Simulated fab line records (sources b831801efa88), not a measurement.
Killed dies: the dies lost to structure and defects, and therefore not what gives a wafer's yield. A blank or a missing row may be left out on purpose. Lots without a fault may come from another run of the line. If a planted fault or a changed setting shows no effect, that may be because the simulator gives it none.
Which of the tools did it? -- flow sfq-line -- 15 lots with 45 wafers sampled at 4 steps, on a route of 325 steps

## WHAT THE GAUGES SHOWED, per wafer
Not one reading of a measure or inspect step in the record can be checked against a usual standard deviation.

## TOOL THAT RAN EACH LOT (tool first, then ch and the chambers of the sampled wafers, then the start)
lot,SFQ_TRILAYER_I5_BARC_OPEN_VIA_ETCH_200,SFQ_TRILAYER_M6_DEP_SPUTTER_157,SFQ_TRILAYER_M6_LITHO_PEB_162,SFQ_TRILAYER_I6_CMP_CMP_166
L992,"rie-diel-02 ch 2,3, day 59 13:26","pvd-sputter-03, day 59 17:34","litho-track-04 ch 0, day 64 11:43","cmp-02 ch 2,3, day 64 13:04"
L996,"rie-diel-03 ch 0,2,3, day 61 05:54","pvd-sputter-03, day 61 11:53","litho-track-02 ch 0, day 66 08:10","cmp-02 ch 1,2, day 66 09:58"
L997,"rie-diel-03 ch 0,1,2, day 61 10:42","pvd-sputter-03, day 61 17:56","litho-track-04 ch 0, day 66 15:19","cmp-01 ch 0,1,3, day 66 16:40"
L101,"rie-diel-01 ch 0,1, day 63 08:18","pvd-sputter-05, day 63 14:22","litho-track-04, day 68 10:20","cmp-02 ch 0,1, day 68 11:40"
L102,"rie-diel-02 ch 1,2, day 63 17:54","pvd-sputter-05, day 63 23:52","litho-track-01, day 68 23:31","cmp-01 ch 0,1,3, day 69 01:52"
L103,"rie-diel-02 ch 0,1,2, day 63 23:54","pvd-sputter-04, day 64 04:19","litho-track-01, day 69 05:34","cmp-02 ch 0,3, day 69 06:53"
L104,"rie-diel-02 ch 0,1,2, day 64 08:26","pvd-sputter-04, day 64 12:41","litho-track-04 ch 0, day 69 13:55","cmp-01 ch 0,1,3, day 69 15:16"
L105,"rie-diel-01 ch 0,3, day 65 01:14","pvd-sputter-03, day 65 05:22","litho-track-02 ch 0, day 70 01:53","cmp-02 ch 0,2, day 70 05:29"
L108,"rie-diel-01 ch 0,3, day 67 02:26","pvd-sputter-03, day 67 06:34","litho-track-01 ch 0, day 71 14:01","cmp-01 ch 1,3, day 71 18:46"
L109,"rie-diel-03 ch 1,2, day 67 04:50","pvd-sputter-04, day 67 09:00","litho-track-01 ch 0, day 71 16:26","cmp-01 ch 1,2,3, day 71 21:16"
L110,"rie-diel-02 ch 0,1,2, day 67 15:45","pvd-sputter-04, day 67 22:11","litho-track-01 ch 0, day 72 04:28","cmp-01 ch 1,2, day 72 07:51"
L112,"rie-diel-01 ch 0,1,3, day 69 07:02","pvd-sputter-05, day 73 11:17","litho-track-04 ch 0, day 73 14:20","cmp-01 ch 2,3, day 73 15:43"
L113,"rie-diel-01 ch 0,1,3, day 69 13:02","pvd-sputter-04, day 73 13:41","litho-track-02 ch 0, day 73 15:55","cmp-02 ch 1,3, day 73 17:47"
L114,"rie-diel-03 ch 0,1,3, day 69 21:26","pvd-sputter-03, day 73 17:17","litho-track-01 ch 0, day 73 19:31","cmp-01 ch 0,1,2, day 73 21:07"
L115,"rie-diel-02 ch 0,1,3, day 69 22:38","pvd-sputter-04, day 73 20:53","litho-track-04 ch 0, day 74 00:16","cmp-02 ch 0,2,3, day 74 02:38"
- SFQ_TRILAYER_I5_BARC_OPEN_VIA_ETCH_200: etches BARC in O2, target depth 125 nm, time 41.7 s.
- SFQ_TRILAYER_M6_DEP_SPUTTER_157: material Nb, target thk 200 nm, time 133.3 s.
- SFQ_TRILAYER_M6_LITHO_PEB_162: peb time 60 s.
- SFQ_TRILAYER_I6_CMP_CMP_166: polishes SiO2.

## WHAT THE TOOLS THEMSELVES READ (means of the sampled wafers that have a number; where no wafer has one, the mark that the record gives instead)
SFQ_TRILAYER_I5_BARC_OPEN_VIA_ETCH_200. Usual: drypump-motor-current-A 5.6 A, standard deviation 0.35; oes-product-au 0.682 a.u., standard deviation 0.0045.
lot,tool,drypump-motor-current-A (A),oes-product-au (a.u.),flag
L992,rie-diel-02,5.2,0.685,
L996,rie-diel-03,5.7,0.683,
L997,rie-diel-03,5.6,0.682,
L101,rie-diel-01,5.4,0.684,
L102,rie-diel-02,5.2,0.683,
L103,rie-diel-02,5.4,0.683,
L104,rie-diel-02,5.4,0.681,
L105,rie-diel-01,6.0,0.681,
L108,rie-diel-01,6.0,0.684,
L109,rie-diel-03,5.7,0.681,
L110,rie-diel-02,5.4,0.684,
L112,rie-diel-01,5.7,0.680,
L113,rie-diel-01,5.7,0.678,
L114,rie-diel-03,5.6,0.683,
L115,rie-diel-02,5.5,0.676,

SFQ_TRILAYER_M6_DEP_SPUTTER_157. Usual: throttle-valve-pct at 30.6 %, with a standard deviation of 0.99.
lot,tool,throttle-valve-pct (%),flag
L992,pvd-sputter-03,30.6,
L996,pvd-sputter-03,30.5,
L997,pvd-sputter-03,30.7,
L101,pvd-sputter-05,30.2,
L102,pvd-sputter-05,31.0,
L103,pvd-sputter-04,31.1,
L104,pvd-sputter-04,31.3,
L105,pvd-sputter-03,31.0,
L108,pvd-sputter-03,30.2,
L109,pvd-sputter-04,30.3,
L110,pvd-sputter-04,30.1,
L112,pvd-sputter-05,30.9,
L113,pvd-sputter-04,30.1,
L114,pvd-sputter-03,30.1,
L115,pvd-sputter-04,30.6,

SFQ_TRILAYER_M6_LITHO_PEB_162. Usual: chill-plate-temp-C 23.00 C, standard deviation 0.1; exhaust-pa 45.0 Pa, standard deviation 0.92.
lot,tool,chill-plate-temp-C (C),exhaust-pa (Pa),flag
L992,litho-track-04,23.00,44.0,
L996,litho-track-02,23.13,43.1,
L997,litho-track-04,22.89,45.1,
L101,litho-track-04,-,-,OFF
L102,litho-track-01,-,-,OFF
L103,litho-track-01,-,-,OFF
L104,litho-track-04,23.04,44.5,
L105,litho-track-02,23.00,46.5,
L108,litho-track-01,22.94,45.4,
L109,litho-track-01,22.92,45.3,
L110,litho-track-01,22.91,44.5,
L112,litho-track-04,22.80,45.1,
L113,litho-track-02,22.90,45.0,
L114,litho-track-01,22.99,46.5,
L115,litho-track-04,23.13,45.7,

SFQ_TRILAYER_I6_CMP_CMP_166. Usual: motor-current-A 10.3 A, standard deviation 1.1; time-to-endpoint-s 213 s, standard deviation 5.8.
lot,tool,motor-current-A (A),time-to-endpoint-s (s),flag
L992,cmp-02,11.3,216,
L996,cmp-02,11.4,219,
L997,cmp-01,10.2,211,
L101,cmp-02,10.4,216,
L102,cmp-01,10.4,219,
L103,cmp-02,10.5,212,
L104,cmp-01,10.4,211,
L105,cmp-02,11.2,213,
L108,cmp-01,9.8,217,
L109,cmp-01,9.2,208,
L110,cmp-01,9.0,211,
L112,cmp-01,8.8,217,
L113,cmp-02,10.4,213,
L114,cmp-01,9.8,218,
L115,cmp-02,10.9,211,

## THE ANSWER, worked out from the rows above alone
Rule: take the mean of a lot's wafers that have a number; if it is more than 3 standard deviations from the usual mean, the lot is off. A lot without any number at a reading at which 4 lots or more have one is off too. All remaining lots with rows at the step are treated as sound. Order of review: gauges by route order, followed by the tools' own readings, for which a lot's mean as printed above is used. At the first step where some lot is off, the reading lying furthest off is the one used; lots without a number count as furthest.
Off at SFQ_TRILAYER_M6_LITHO_PEB_162 (chill-plate-temp-C): L101, L102, L103. Without a number there: L101, L102, L103.
A tool fits if, at that step or a process step before it, it ran every lot that is off, and no sound lot after the first of them. Of those tried, none fits.

## WHAT THE SIMULATOR HAD INSERTED
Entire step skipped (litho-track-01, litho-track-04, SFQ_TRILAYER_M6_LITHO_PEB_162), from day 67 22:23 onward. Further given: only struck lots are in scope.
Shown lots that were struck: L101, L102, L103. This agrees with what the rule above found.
